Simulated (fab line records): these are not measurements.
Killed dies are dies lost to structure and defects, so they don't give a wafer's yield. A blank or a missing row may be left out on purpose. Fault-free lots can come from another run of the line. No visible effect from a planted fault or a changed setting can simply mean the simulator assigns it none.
fab line records | flow gf180mcu
record: lots: 12 | wafers: 36 | last_day: 34
route steps=602 shown V5@558 TOP_METAL@568 PASSIVATION@587
lots that met no fault: from a run of the same line without faults
start_h: the number of hours between the record's first day and the start of the first shown wafer of the lot | wait_h: hours elapsed since this lot's preceding step | " repeats the value in the row above | L1.1+2: several wafers, shown together as one row | - no value, or no start given | * or withheld: withheld | < > ~ a bound
route shown NAME@n: NAME is a module with steps in the file, n the number in the route of the first one | usual: mean/standard deviation taken from wafers without a fault | same: alike in all rows | chamber/n: place in a boat | sites: per-site readings | _std_site: their standard deviation | _edge_site: outer sites' mean less inner sites' | radius_mm: how far each site lies from the wafer's centre | mask NAME#n: copy n | behind: tool/chamber where the wafer was last shaped | hold: the reason the lot was held/the length of the hold in hours/how it ended | device: which transistor (n, p or np) failed to switch | end of line: tests run on the same wafers once the route is complete | a step without rows: its recipe alone | killed: dies lost to structure and defects at the first sort, not the wafer's yield | map: per-die view of a wafer (x killed, . not killed, _ where there is no die)
set.NAME: the setting that was run; set.NAME@STEP: the one run at that earlier step | model.NAME: the simulator's own value behind a step, which no gauge read
steps of the route over a sample of lots; a table a step, a row a wafer
services: a tool's chamber out of use, with start hour (start_h, from the record's first day; less than 0 if before it), hours out, and reason
== steps ==
step: GF_V5_STRIP_18
recipe: chemistry: O2/N2 | power_w: 1400 | pressure_mtorr: 1500 | platen_temp_c: 250 | o2_flow_sccm: 3000 | n2_flow_sccm: 300 | overash_fraction: 0.5
usual: drypump_motor_current_A: 5.6/0.45 | heater_power_w: 331/32 | oes_product_au: 0.569/0.0045
lot.wafer | tool            | chamber | start_h | wait_h | drypump_motor_current_A | heater_power_w | oes_product_au | rf_hours_counter_h
L672.2    | plasma_asher-04 | 1       | 639.78  | -      | 4.7                     | 388            | 0.576          | 102
L672.5    | "               | 1       | "       | "      | 4.7                     | 391            | 0.574          | -
L672.6    | "               | 0       | "       | "      | 5.8                     | 281            | 0.567          | -
L674.1    | plasma_asher-04 | 0       | 649.03  | -      | 5.8                     | 283            | 0.573          | 103
L674.2    | "               | 1       | "       | "      | 4.7                     | 380            | 0.571          | 103
L674.6    | "               | 0       | "       | "      | 5.8                     | 266            | 0.565          | -
L673.2    | plasma_asher-01 | 1       | 649.90  | -      | 5.4                     | 344            | 0.563          | 23
L673.3    | "               | 1       | "       | "      | 5.4                     | 348            | 0.563          | -
L673.4    | "               | 0       | "       | "      | 5.7                     | 310            | 0.562          | -
L676.2    | plasma_asher-04 | 0       | 665.38  | -      | 5.8                     | 268            | 0.585          | 105
L676.5    | "               | 1       | "       | "      | 4.7                     | 381            | 0.571          | -
L676.6    | "               | 0       | "       | "      | 5.8                     | 276            | 0.570          | -
L678.1    | plasma_asher-01 | 1       | 674.93  | -      | 5.4                     | 344            | 0.561          | 26
L678.5    | "               | 0       | "       | "      | 5.7                     | 314            | 0.569          | -
L678.6    | "               | 1       | "       | "      | 5.4                     | 350            | 0.567          | -
L679.3    | plasma_asher-01 | 0       | 687.07  | -      | 5.7                     | 315            | 0.564          | -
L679.4    | "               | 1       | "       | "      | 5.4                     | 347            | 0.572          | -
L679.5    | "               | 1       | "       | "      | 5.4                     | 340            | 0.571          | -
L680.1    | plasma_asher-01 | 1       | 697.50  | -      | 5.4                     | 344            | 0.563          | 28
L680.2    | "               | 0       | "       | "      | 5.7                     | 302            | 0.569          | 28
L680.3    | "               | 1       | "       | "      | 5.3                     | 346            | 0.565          | -
L682.1    | plasma_asher-04 | 1       | 704.03  | -      | 4.7                     | 384            | 0.568          | 109
L682.2    | "               | 0       | "       | "      | 5.8                     | 267            | 0.569          | 109
L682.4    | "               | 0       | "       | "      | 5.8                     | 275            | 0.567          | -
L686.1    | plasma_asher-03 | 1       | 731.53  | -      | 5.8                     | 319            | 0.563          | 100
L686.2    | "               | 0       | "       | "      | 6.2                     | 351            | 0.569          | 100
L686.3    | "               | 1       | "       | "      | 5.8                     | 322            | 0.566          | -
L690.2    | plasma_asher-01 | 0       | 759.33  | -      | 5.7                     | 309            | 0.569          | 35
L690.3    | "               | 1       | "       | "      | 5.3                     | 345            | 0.572          | -
L690.4    | "               | 0       | "       | "      | 5.7                     | 301            | 0.564          | -
L691.1    | plasma_asher-03 | 1       | 770.88  | -      | 5.7                     | 315            | 0.564          | 104
L691.2    | "               | 0       | "       | "      | 6.3                     | 341            | 0.567          | 104
L691.3    | "               | 1       | "       | "      | 5.8                     | 320            | 0.565          | -
L693.1    | plasma_asher-04 | 0       | 778.53  | -      | 5.8                     | 283            | 0.574          | 4
L693.2    | "               | 1       | "       | "      | 4.7                     | 399            | 0.571          | 4
L693.5    | "               | 0       | "       | "      | 5.8                     | 282            | 0.573          | -
step: GF_V5_RS_MEAS_24
recipe: thk_meas_gauge: four-point-probe | reads: W_of_V5_CVD_23+TiN_of_V5_SPUTTER_22+Ti_of_V5_SPUTTER_21
usual: V5_W_RS: 0.330/0.0036
lot.wafer | tool          | chamber | start_h | wait_h | V5_W_RS[ohm/sq]
L672.2    | film_metro-01 | -       | 640.56  | 0.1    | 0.335
L672.5    | "             | -       | "       | "      | 0.331
L672.6    | "             | -       | "       | "      | 0.331
L674.1    | film_metro-04 | -       | 649.78  | 0.1    | 0.322
L674.2    | "             | -       | "       | "      | 0.324
L674.6    | "             | -       | "       | "      | 0.328
L673.2    | film_metro-01 | -       | 650.68  | 0.1    | 0.329
L673.3    | "             | -       | "       | "      | 0.329
L673.4    | "             | -       | "       | "      | 0.331
L676.2    | film_metro-01 | -       | 666.15  | 0.1    | 0.332
L676.5    | "             | -       | "       | "      | 0.332
L676.6    | "             | -       | "       | "      | 0.333
L678.1    | film_metro-04 | -       | 676.02  | 0.1    | 0.325
L678.5    | "             | -       | "       | "      | 0.326
L678.6    | "             | -       | "       | "      | 0.328
L679.3    | film_metro-01 | -       | 687.91  | 0.1    | 0.336
L679.4    | "             | -       | "       | "      | 0.339
L679.5    | "             | -       | "       | "      | 0.334
L680.1    | film_metro-02 | -       | 698.72  | 0.1    | 0.329
L680.2    | "             | -       | "       | "      | 0.331
L680.3    | "             | -       | "       | "      | 0.329
L682.1    | film_metro-02 | -       | 705.19  | 0.1    | 0.328
L682.2    | "             | -       | "       | "      | 0.333
L682.4    | "             | -       | "       | "      | 0.331
L686.1    | film_metro-02 | -       | 732.27  | 0.1    | 0.325
L686.2    | "             | -       | "       | "      | 0.328
L686.3    | "             | -       | "       | "      | 0.328
L690.2    | film_metro-02 | -       | 760.10  | 0.1    | 0.326
L690.3    | "             | -       | "       | "      | 0.328
L690.4    | "             | -       | "       | "      | 0.328
L691.1    | film_metro-01 | -       | 771.63  | 0.1    | 0.331
L691.2    | "             | -       | "       | "      | 0.332
L691.3    | "             | -       | "       | "      | 0.330
L693.1    | film_metro-01 | -       | 779.31  | 0.1    | 0.327
L693.2    | "             | -       | "       | "      | 0.329
L693.5    | "             | -       | "       | "      | 0.331
step: GF_TOP_METAL_SPUTTER_01
recipe: material: TiN | target_thk_nm: 30 | power_w: 6500 | time_s: 25 | chamber_pressure_pa: 0.4
usual: cathode_dc_power_W: 6500.1/1.3 | throttle_valve_pct: 29.8/1.4
lot.wafer | tool           | chamber | start_h | wait_h | cathode_dc_power_W | throttle_valve_pct
L672.2    | pvd_sputter-03 | -       | 641.12  | 0.1    | 6499.4             | 29.4
L672.5    | "              | -       | "       | "      | 6498.2             | 31.7
L672.6    | "              | -       | "       | "      | 6501.6             | 30.5
L674.1    | pvd_sputter-03 | -       | 650.36  | 0.1    | 6499.4             | 31.5
L674.2    | "              | -       | "       | "      | 6499.8             | 29.0
L674.6    | "              | -       | "       | "      | 6499.6             | 31.8
L673.2    | pvd_sputter-01 | -       | 651.24  | 0.1    | 6498.2             | 29.4
L673.3    | "              | -       | "       | "      | 6501.0             | 30.5
L673.4    | "              | -       | "       | "      | 6500.6             | 32.3
L676.2    | pvd_sputter-01 | -       | 666.71  | 0.1    | 6503.2             | 30.7
L676.5    | "              | -       | "       | "      | 6498.8             | 29.3
L676.6    | "              | -       | "       | "      | 6500.6             | 30.9
L678.1    | pvd_sputter-04 | -       | 676.60  | 0.1    | 6498.9             | 27.1
L678.5    | "              | -       | "       | "      | 6500.6             | 29.4
L678.6    | "              | -       | "       | "      | 6499.3             | 30.5
L679.3    | pvd_sputter-01 | -       | 688.45  | 0.1    | 6499.5             | 27.7
L679.4    | "              | -       | "       | "      | 6501.9             | 32.2
L679.5    | "              | -       | "       | "      | 6501.9             | 31.9
L680.1    | pvd_sputter-04 | -       | 699.30  | 0.1    | 6500.4             | 30.3
L680.2    | "              | -       | "       | "      | 6500.6             | 29.6
L680.3    | "              | -       | "       | "      | 6501.4             | 29.4
L682.1    | pvd_sputter-04 | -       | 705.77  | 0.1    | 6498.1             | 27.1
L682.2    | "              | -       | "       | "      | 6499.4             | 29.2
L682.4    | "              | -       | "       | "      | 6499.3             | 29.8
L686.1    | pvd_sputter-04 | -       | 732.85  | 0.1    | 6502.1             | 27.0
L686.2    | "              | -       | "       | "      | 6501.9             | 29.5
L686.3    | "              | -       | "       | "      | 6500.7             | 29.5
L690.2    | pvd_sputter-04 | -       | 760.66  | 0.1    | 6502.7             | 29.2
L690.3    | "              | -       | "       | "      | 6502.2             | 29.3
L690.4    | "              | -       | "       | "      | 6498.3             | 27.3
L691.1    | pvd_sputter-01 | -       | 772.21  | 0.1    | 6500.3             | 29.4
L691.2    | "              | -       | "       | "      | 6501.7             | 30.9
L691.3    | "              | -       | "       | "      | 6500.6             | 32.3
L693.1    | pvd_sputter-04 | -       | 779.89  | 0.1    | 6501.6             | 27.2
L693.2    | "              | -       | "       | "      | 6498.8             | 29.6
L693.5    | "              | -       | "       | "      | 6500.7             | 27.3
step: GF_PASSIVATION_CVD_00
recipe: material: SiO2 | target_thk_nm: 1000 | precursor: TEOS | temp_c: 400 | time_s: 111.95 | rf_w: 600
usual: heater_power_w: 634/83 | run_length_s: 139.8/0.49
lot.wafer | tool     | chamber | start_h | wait_h | heater_power_w | run_length_s
L672.2    | pecvd-03 | 0       | 661.68  | 0.0    | 673            | 140.0
L672.5    | "        | 1       | "       | "      | 564            | 140.0
L672.6    | "        | 0       | "       | "      | 524            | 139.9
L674.1    | pecvd-01 | 2       | 670.49  | 0.0    | 579            | 139.9
L674.2    | "        | 1       | "       | "      | 653            | 139.8
L674.6    | "        | 2       | "       | "      | 633            | 140.4
L673.2    | pecvd-01 | 1       | 671.67  | 0.0    | 695            | 139.7
L673.3    | "        | 2       | "       | "      | 617            | 140.1
L673.4    | "        | 1       | "       | "      | 560            | 139.2
L676.2    | pecvd-03 | 0       | 687.14  | 0.0    | 617            | 140.1
L676.5    | "        | 1       | "       | "      | 676            | 138.9
L676.6    | "        | 0       | "       | "      | 646            | 139.6
L678.1    | pecvd-03 | 0       | 697.09  | 0.0    | 642            | 139.7
L678.5    | "        | 0       | "       | "      | 665            | 139.9
L678.6    | "        | 2       | "       | "      | 548            | 146.1
L679.3    | pecvd-03 | 2       | 707.85  | 0.0    | 520            | 146.5
L679.4    | "        | 2       | "       | "      | 567            | 145.7
L679.5    | "        | 0       | "       | "      | 614            | 140.1
L680.1    | pecvd-01 | 0       | 718.55  | 0.0    | 836            | 140.1
L680.2    | "        | 1       | "       | "      | 553            | 139.2
L680.3    | "        | 2       | "       | "      | 654            | 140.2
L682.1    | pecvd-03 | 2       | 724.43  | 0.0    | 514            | 145.5
L682.2    | "        | 0       | "       | "      | 654            | 139.4
L682.4    | "        | 1       | "       | "      | 555            | 139.1
L686.1    | pecvd-04 | 0       | 750.21  | 0.0    | 642            | 140.4
L686.2    | "        | 2       | "       | "      | 570            | 139.5
L686.3    | "        | 0       | "       | "      | 695            | 140.5
L690.2    | pecvd-03 | 0       | 777.22  | 0.0    | 659            | 140.0
L690.3    | "        | 2       | "       | "      | 494            | 140.0
L690.4    | "        | 1       | "       | "      | 556            | 139.3
L691.1    | pecvd-01 | 0       | 788.10  | 0.0    | 784            | 139.4
L691.2    | "        | 2       | "       | "      | 647            | 140.3
L691.3    | "        | 1       | "       | "      | 635            | 139.3
L693.1    | pecvd-03 | 0       | 795.57  | 0.0    | 674            | 139.8
L693.2    | "        | 2       | "       | "      | 606            | 140.5
L693.5    | "        | 1       | "       | "      | 639            | 139.1
step: GF_PASSIVATION_THK_MEAS_01
recipe: reads: SiO2_of_PASSIVATION_CVD_00
usual: PASSIVATION_CVD_00_THK: 996/11
lot.wafer | tool          | chamber | start_h | wait_h | hold                     | PASSIVATION_CVD_00_THK[nm]
L672.2    | film_metro-01 | -       | 661.77  | 0.0    | -                        | 985
L672.5    | "             | -       | "       | "      | -                        | 1007
L672.6    | "             | -       | "       | "      | -                        | 995
L674.1    | film_metro-01 | -       | 670.57  | 0.0    | -                        | 987
L674.2    | "             | -       | "       | "      | -                        | 984
L674.6    | "             | -       | "       | "      | -                        | 1014
L673.2    | film_metro-04 | -       | 671.76  | 0.0    | -                        | 992
L673.3    | "             | -       | "       | "      | -                        | 987
L673.4    | "             | -       | "       | "      | -                        | 997
L676.2    | film_metro-03 | -       | 687.23  | 0.0    | -                        | 991
L676.5    | "             | -       | "       | "      | -                        | 999
L676.6    | "             | -       | "       | "      | -                        | 998
L678.1    | film_metro-01 | -       | 697.17  | 0.0    | await_dispo/0.2h/release | 991
L678.5    | "             | -       | "       | "      | await_dispo/0.2h/release | 1008
L678.6    | "             | -       | "       | "      | await_dispo/0.2h/release | 1056
L678.1    | film_metro-01 | -       | 697.40  | 0.2    | -                        | 991
L678.5    | "             | -       | "       | "      | -                        | 1007
L678.6    | "             | -       | "       | "      | -                        | 1057
L679.3    | film_metro-04 | -       | 707.95  | 0.1    | await_dispo/0.2h/release | 1038
L679.4    | "             | -       | "       | "      | await_dispo/0.2h/release | 1055
L679.5    | "             | -       | "       | "      | await_dispo/0.2h/release | 1012
L679.3    | film_metro-04 | -       | 708.26  | 0.3    | -                        | 1038
L679.4    | "             | -       | "       | "      | -                        | 1056
L679.5    | "             | -       | "       | "      | -                        | 1012
L680.1    | film_metro-04 | -       | 718.63  | 0.0    | -                        | 1002
L680.2    | "             | -       | "       | "      | -                        | 983
L680.3    | "             | -       | "       | "      | -                        | 975
L682.1    | film_metro-03 | -       | 724.51  | 0.0    | await_dispo/0.2h/release | 1026
L682.2    | "             | -       | "       | "      | await_dispo/0.2h/release | 980
L682.4    | "             | -       | "       | "      | await_dispo/0.2h/release | 1004
L682.1    | film_metro-03 | -       | 724.73  | 0.2    | -                        | 1027
L682.2    | "             | -       | "       | "      | -                        | 980
L682.4    | "             | -       | "       | "      | -                        | 1004
L686.1    | film_metro-03 | -       | 750.33  | 0.1    | -                        | 996
L686.2    | "             | -       | "       | "      | -                        | 989
L686.3    | "             | -       | "       | "      | -                        | 1006
L690.2    | film_metro-04 | -       | 777.31  | 0.0    | -                        | 990
L690.3    | "             | -       | "       | "      | -                        | 991
L690.4    | "             | -       | "       | "      | -                        | 1011
L691.1    | film_metro-03 | -       | 788.19  | 0.1    | -                        | 989
L691.2    | "             | -       | "       | "      | -                        | 992
L691.3    | "             | -       | "       | "      | -                        | 983
L693.1    | film_metro-04 | -       | 795.65  | 0.0    | -                        | 1007
L693.2    | "             | -       | "       | "      | -                        | 989
L693.5    | "             | -       | "       | "      | -                        | 1020
== services ==
tool            | chamber | start_h | hours | kind
pvd_sputter-04  | 1       | 616.41  | -     | consumable_replace:kit
pvd_sputter-04  | 1       | 616.41  | 18.0  | scheduled_down
pvd_sputter-04  | 1       | 616.41  | 18.0  | vent_cycle
pvd_sputter-03  | -       | 616.74  | 0.5   | repair
pvd_sputter-04  | -       | 660.01  | 0.6   | repair
plasma_asher-04 | -       | 662.68  | 1.1   | repair
pvd_sputter-03  | -       | 689.92  | 3.3   | repair
pvd_sputter-01  | -       | 704.60  | 5.4   | repair
pvd_sputter-04  | 0       | 718.11  | -     | consumable_replace:kit
pvd_sputter-04  | 0       | 718.11  | 18.0  | scheduled_down
pvd_sputter-04  | 0       | 718.11  | 18.0  | vent_cycle
plasma_asher-01 | -       | 731.25  | 2.0   | repair
plasma_asher-04 | -       | 733.75  | 9.0   | pm
plasma_asher-04 | 0       | 733.75  | 9.0   | vent_cycle
pecvd-04        | 1       | 740.47  | 16.5  | repair
pecvd-03        | 0       | 748.24  | 21.1  | repair
pvd_sputter-04  | -       | 752.08  | 3.1   | repair
pecvd-01        | -       | 755.81  | 2.8   | pm
pvd_sputter-04  | -       | 756.77  | 1.8   | repair
pecvd-03        | -       | 761.50  | 0.9   | repair
plasma_asher-01 | -       | 767.05  | 2.8   | pm
pecvd-04        | 2       | 773.63  | 6.8   | repair
plasma_asher-03 | -       | 781.83  | 4.3   | pm
plasma_asher-04 | -       | 784.40  | 1.5   | repair
== key ==
first_sign: step: GF_PASSIVATION_CVD_00 | reading: run_length_s | direction: up | sigmas: 12 | usual: * | struck: *
effect: step: GF_PASSIVATION_THK_MEAS_01 | reading: visit | direction: added
met_at GF_PASSIVATION_CVD_00
struck_lots L678,L679,L682
struck_wafers L678.6,L679.3,L679.4,L682.1
not_acting_at GF_V5_STRIP_18,GF_V5_RS_MEAS_24,GF_TOP_METAL_SPUTTER_01
fault: kind: process_parameter_drift | tool: pecvd-03 | chamber: 2 | onset_h: 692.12 | steps: GF_PASSIVATION_CVD_00 | channel: time_s | offset: * | shape: step | end_h: 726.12 | acts_in: * | stated: *
